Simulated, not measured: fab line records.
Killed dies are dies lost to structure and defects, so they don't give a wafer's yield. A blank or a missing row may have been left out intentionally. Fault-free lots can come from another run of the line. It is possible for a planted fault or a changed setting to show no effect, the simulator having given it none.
Matching of chambers -- flow sky130 -- SKY_FIELD_ISO_ETCH_15 on rie_diel-03: 4 sister chambers
The step etches the open film in CHF3/O2, stops on Si, target depth 180 nm, time 72 s. 14 wafers are shown with their chamber, then 7 later ones without.

WAFERS PAIRED WITH THEIR CHAMBERS
wafer,chamber,throttle_valve_pct (%),oes_product_au (a.u.)
L076.1,1,8.834,0.952
L076.3,3,8.849,0.962
L076.4,0,8.851,0.958
L081.1,3,8.861,0.949
L081.2,1,8.858,0.951
L081.6,0,8.843,0.947
L086.3,1,8.846,0.954
L086.4,3,8.836,0.952
L086.6,1,8.830,0.944
L088.1,0,8.849,0.947
L088.3,2,8.846,0.949
L088.4,3,8.853,0.941
L091.3,0,8.847,0.943
L091.5,0,8.843,0.935

SIGNATURES (averages over the wafers above)
reading,chamber 0,chamber 1,chamber 2,chamber 3,scatter within a chamber
throttle_valve_pct,8.84660,8.84200,8.84600,8.84975,0.00926
oes_product_au,0.94600,0.95025,0.94900,0.95100,0.00747
Rule: distance of a wafer from a chamber = root of the sum over the readings of ((wafer's reading minus chamber's mean) / reading's scatter) squared. If the next closest chamber is less than 2 further off than the closest, the wafer can't be placed; otherwise it belongs to the closest. The scatter: take each reading less its chamber's mean, square it, sum over the shown wafers, divide by the number of wafers less the number of chambers, and take the root.

WAFERS MISSING THEIR CHAMBER
wafer,throttle_valve_pct (%),oes_product_au (a.u.)
L091.6,8.830,0.940
L092.2,8.855,0.940
L092.3,8.835,0.948
L092.4,8.847,0.952
L095.2,8.848,0.949
L095.4,8.835,0.949
L095.5,8.853,0.951

WHICH CHAMBER EACH ONE RAN IN
wafer,from the rows above,in truth
L091.6,can't be placed: 1 or 0 or 2 or 3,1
L092.2,can't be placed: 0 or 2 or 3 or 1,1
L092.3,can't be placed: 1 or 2 or 0 or 3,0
L092.4,can't be placed: 3 or 2 or 1 or 0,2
L095.2,can't be placed: 2 or 3 or 0 or 1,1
L095.4,can't be placed: 1 or 2 or 0 or 3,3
L095.5,can't be placed: 3 or 2 or 0 or 1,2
Correctly placed: 0 of 7. Unplaceable from these rows: 7, with the true chamber sitting among the candidates in 7. 0 placed wrongly.
